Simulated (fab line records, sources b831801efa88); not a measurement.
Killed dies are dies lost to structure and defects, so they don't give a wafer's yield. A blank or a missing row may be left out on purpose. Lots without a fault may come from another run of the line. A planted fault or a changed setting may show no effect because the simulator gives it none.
Problem report in the 8D (eight disciplines) form, filled by code | flow sky130 | the parts of the form that need people (team, actions taken, sign-off) are left out

1. THE PROBLEM
killed_at_front_end at SKY_PAD_OPEN_PROBE_99 reads a mean of 69 on 6 wafers of 2 lots; wafers without a fault read 16 with a standard deviation of 4.4. That is +12 standard deviations from the usual mean.
First seen on wafer L878.1, day 49 22:17, on prober-02. The record holds 6 wafers of 2 lots with a number at this step. Rule for "out", or "out of limits": more than 4 standard deviations from the usual mean. The other wafers with a number count as sound.

2. WHAT IT IS AND WHAT IT IS NOT
question                    | is                     | is not
which readings at this step | killed_at_front_end    | killed_at_contacts, killed_at_other, killed_short
which lots                  | L878, L880             | -
which wafers of those lots  | all that have a number | -
read on which tools         | prober-01, prober-02   | -
when                        | from day 49 22:17      | up to then (0 sound wafers)

3. SUSPECTS, AND WHAT RULES EACH OUT
Counting: a tool at a process step up to the reading stays a suspect if it ran every lot that is out and no sound lot after the first of them.
- plasma_asher-03 at SKY_POLY_GATE_STRIP_18 (strips in O2/N2): kept. It ran every lot that is out, first L878 (day 22 20:24), and no sound lot after that.
Left after counting: plasma_asher-03 at SKY_POLY_GATE_STRIP_18.

4. THE CAUSE (what the simulator had put in)
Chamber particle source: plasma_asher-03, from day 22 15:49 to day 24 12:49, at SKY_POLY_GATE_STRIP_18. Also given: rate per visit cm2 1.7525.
Counting left only this tool.

5. THE CHAIN OF EFFECTS, in route order
Each row: a reading whose mean over the struck wafers that have a number lies more than 3 standard deviations from the usual. Only readings for which the record gives a usual standard deviation are gone through. hours: the time from each lot's start at the first step in this table that gives one to its start at this step, as a median over the lots. sigmas: the change in usual standard deviations.
hours | step                  | reading             | usual | on struck wafers | change | sigmas
0     | SKY_PAD_OPEN_PROBE_99 | killed_at_front_end | 16    | 69               | +53    | +12
0     | SKY_PAD_OPEN_PROBE_99 | killed_dies         | 86    | 129              | +43    | +5.0
The process steps in it:
- SKY_PAD_OPEN_PROBE_99

6. WHAT WOULD HAVE CAUGHT IT SOONER
In this record the first reading out of limits was taken at day 49 22:17, 654 hours after the fault began at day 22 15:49.
Of the tool readings at SKY_POLY_GATE_STRIP_18 for which the record gives a usual standard deviation, none was out on any struck wafer, so an alarm limit of 4 standard deviations on them would not have fired.
All the lots that are out (2) had begun SKY_POLY_GATE_STRIP_18 on plasma_asher-03 by day 49 22:17. A hold on the tool at that time would have spared none of them.
